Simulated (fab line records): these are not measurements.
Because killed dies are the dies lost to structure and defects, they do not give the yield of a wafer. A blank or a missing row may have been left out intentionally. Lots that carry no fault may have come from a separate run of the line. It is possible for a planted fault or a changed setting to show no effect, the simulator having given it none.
Matching of chambers :: flow gf180mcu :: cmp-01 running GF_STI_CMP_25: 4 sister chambers
The step polishes, stops on Si3N4, t overpolish 33 s, target thk 524.6 nm. 14 wafers are shown with their chamber, then 7 later ones without.

== WAFERS, EACH WITH ITS CHAMBER ==
wafer: L506.2
chamber: 0
motor_current_A (A): 10.7
time_to_endpoint_s (s): 123
overpolish_run_s (s): 32.990

wafer: L506.3
chamber: 3
motor_current_A (A): 10.6
time_to_endpoint_s (s): 116
overpolish_run_s (s): 32.996

wafer: L506.4
chamber: 2
motor_current_A (A): 13.0
time_to_endpoint_s (s): 129
overpolish_run_s (s): 32.986

wafer: L510.4
chamber: 2
motor_current_A (A): 11.7
time_to_endpoint_s (s): 134
overpolish_run_s (s): 33.000

wafer: L510.5
chamber: 1
motor_current_A (A): 12.4
time_to_endpoint_s (s): 132
overpolish_run_s (s): 32.998

wafer: L510.6
chamber: 2
motor_current_A (A): 12.6
time_to_endpoint_s (s): 129
overpolish_run_s (s): 32.996

wafer: L511.2
chamber: 0
motor_current_A (A): 10.9
time_to_endpoint_s (s): 125
overpolish_run_s (s): 33.024

wafer: L511.5
chamber: 2
motor_current_A (A): 12.6
time_to_endpoint_s (s): 124
overpolish_run_s (s): 32.995

wafer: L511.6
chamber: 1
motor_current_A (A): 12.1
time_to_endpoint_s (s): 130
overpolish_run_s (s): 33.004

wafer: L515.3
chamber: 3
motor_current_A (A): 11.0
time_to_endpoint_s (s): 113
overpolish_run_s (s): 32.998

wafer: L515.4
chamber: 2
motor_current_A (A): 12.6
time_to_endpoint_s (s): 126
overpolish_run_s (s): 32.998

wafer: L515.5
chamber: 1
motor_current_A (A): 12.0
time_to_endpoint_s (s): 127
overpolish_run_s (s): 32.987

wafer: L516.3
chamber: 0
motor_current_A (A): 11.1
time_to_endpoint_s (s): 125
overpolish_run_s (s): 33.020

wafer: L516.4
chamber: 1
motor_current_A (A): 12.3
time_to_endpoint_s (s): 134
overpolish_run_s (s): 33.016

SIGNATURES, as means of the wafers listed above
reading: motor_current_A
chamber 0: 10.900
chamber 1: 12.200
chamber 2: 12.500
chamber 3: 10.800
scatter within a chamber: 0.344

reading: time_to_endpoint_s
chamber 0: 124.33
chamber 1: 130.75
chamber 2: 128.40
chamber 3: 114.50
scatter within a chamber: 3.02

reading: overpolish_run_s
chamber 0: 33.01133
chamber 1: 33.00125
chamber 2: 32.99500
chamber 3: 32.99700
scatter within a chamber: 0.0112
Rule: a wafer lies at a distance from a chamber equal to the root of the sum of squares, over the readings, of (its reading less the chamber's mean, divided by the reading's scatter). The wafer belongs to the nearest chamber; if the next one is less than 2 further off, it can't be placed. The scatter: take each reading less its chamber's mean, square it, sum over the shown wafers, divide by the number of wafers less the number of chambers, and take the root.

== WAFERS MISSING THEIR CHAMBER ==
wafer: L516.6
motor_current_A (A): 11.8
time_to_endpoint_s (s): 131
overpolish_run_s (s): 32.986

wafer: L517.1
motor_current_A (A): 10.6
time_to_endpoint_s (s): 115
overpolish_run_s (s): 33.006

wafer: L517.5
motor_current_A (A): 12.3
time_to_endpoint_s (s): 132
overpolish_run_s (s): 32.998

wafer: L517.6
motor_current_A (A): 12.1
time_to_endpoint_s (s): 133
overpolish_run_s (s): 32.994

wafer: L522.1
motor_current_A (A): 12.2
time_to_endpoint_s (s): 129
overpolish_run_s (s): 33.001

wafer: L522.3
motor_current_A (A): 10.4
time_to_endpoint_s (s): 127
overpolish_run_s (s): 33.004

wafer: L522.4
motor_current_A (A): 12.3
time_to_endpoint_s (s): 128
overpolish_run_s (s): 33.006

== WHICH CHAMBER EACH WENT THROUGH ==
wafer: L516.6
from the rows above: can't be placed: 1 or 2
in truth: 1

wafer: L517.1
from the rows above: 3
in truth: 3

wafer: L517.5
from the rows above: can't be placed: 1 or 2
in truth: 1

wafer: L517.6
from the rows above: can't be placed: 1 or 2
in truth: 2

wafer: L522.1
from the rows above: can't be placed: 1 or 2
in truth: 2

wafer: L522.3
from the rows above: 0
in truth: 0

wafer: L522.4
from the rows above: can't be placed: 1 or 2
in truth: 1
Correct placement for 2 of the 7. These rows do not allow placing 5 (true chamber among the candidates in 5). Placed wrongly: 0.
